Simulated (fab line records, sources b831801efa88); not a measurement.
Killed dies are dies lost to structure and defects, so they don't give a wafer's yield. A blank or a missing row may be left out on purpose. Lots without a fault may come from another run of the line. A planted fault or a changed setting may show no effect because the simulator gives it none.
One fault seen from 2 desks | flow sky130 | each desk has only its own numbers; what lay behind them comes last

THE METROLOGY DESK
What the gauges read, lot by lot, whatever tool the lot ran on: means of the sampled wafers that have a number. A lot is out of limits, marked OUT, if its mean lies more than 4 standard deviations from the usual mean; the brackets give that distance.
Columns: A = LOCAL_INTERCONNECT_TIN_RS at SKY_LOCAL_INTERCONNECT_RS_MEAS_01, usual 14.16 ohm/sq; B = cd_nm at SKY_CONTACT_CD_MEAS_14, usual 170.0 nm
lot  | first seen here | A     | B
L857 | day 29 05:41    | 14.23 | 167.1
L860 | day 30 03:50    | 14.06 | 168.8
L861 | day 30 14:11    | 14.05 | 170.2
L864 | day 31 16:40    | 14.46 | 161.3 (-6.2) OUT
L867 | day 33 03:32    | 14.20 | 163.1 (-5.0) OUT
L868 | day 33 13:44    | 14.18 | 163.3 (-4.8) OUT
L873 | day 34 19:14    | 14.40 | 169.2
L874 | day 35 07:58    | 14.35 | 170.5
L875 | day 35 09:44    | 13.90 | 170.0
L876 | day 35 14:40    | 14.00 | 169.8
L877 | day 35 16:52    | 14.27 | 169.6
This desk's finding: out of limits on L864, L867, L868; first on L864, day 33 23:20 (cd_nm at SKY_CONTACT_CD_MEAS_14). In limits: L857, L860, L861, L873, L874, L875, L876, L877.

THE TOOL OWNER'S DESK: krf_scanner-01
The tool's own readings at SKY_CONTACT_EXPOSE_11 (exposes mask CTM1, target cd 170 nm): means of the sampled wafers that have a number, for each lot that ran on this tool. A lot is out of limits, marked OUT, if its mean lies more than 4 standard deviations from the usual mean; the brackets give that distance.
Columns: A = exposure_dose_mJ_cm2 at SKY_CONTACT_EXPOSE_11, usual 37.99
lot  | first seen here | A
L860 | day 31 23:19    | 38.01
L861 | day 32 08:47    | 38.02
L864 | day 33 10:25    | 35.95 (-50) OUT
L867 | day 34 20:11    | 36.30 (-41) OUT
L868 | day 35 07:23    | 36.30 (-41) OUT
This desk's finding: out of limits on L864, L867, L868; first on L864, day 33 10:25 (exposure_dose_mJ_cm2 at SKY_CONTACT_EXPOSE_11). In limits: L860, L861.

PUT TOGETHER
The tool owner's desk could have raised an alarm at day 33 10:25, on L864, L867, L868.
The metrology desk could have raised an alarm at day 33 23:20, on L864, L867, L868.
Of the lots named, all ran SKY_CONTACT_EXPOSE_11 on krf_scanner-01.

WHAT THE SIMULATOR HAD PUT IN
Process parameter drift: krf_scanner-01, from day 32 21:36 on, at SKY_CONTACT_EXPOSE_11. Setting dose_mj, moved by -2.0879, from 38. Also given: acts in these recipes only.
Lots struck among those shown: L864, L867, L868.
Hours from the fault's start to each desk's first reading out of limits: the tool owner's desk, 13; the metrology desk, 26.
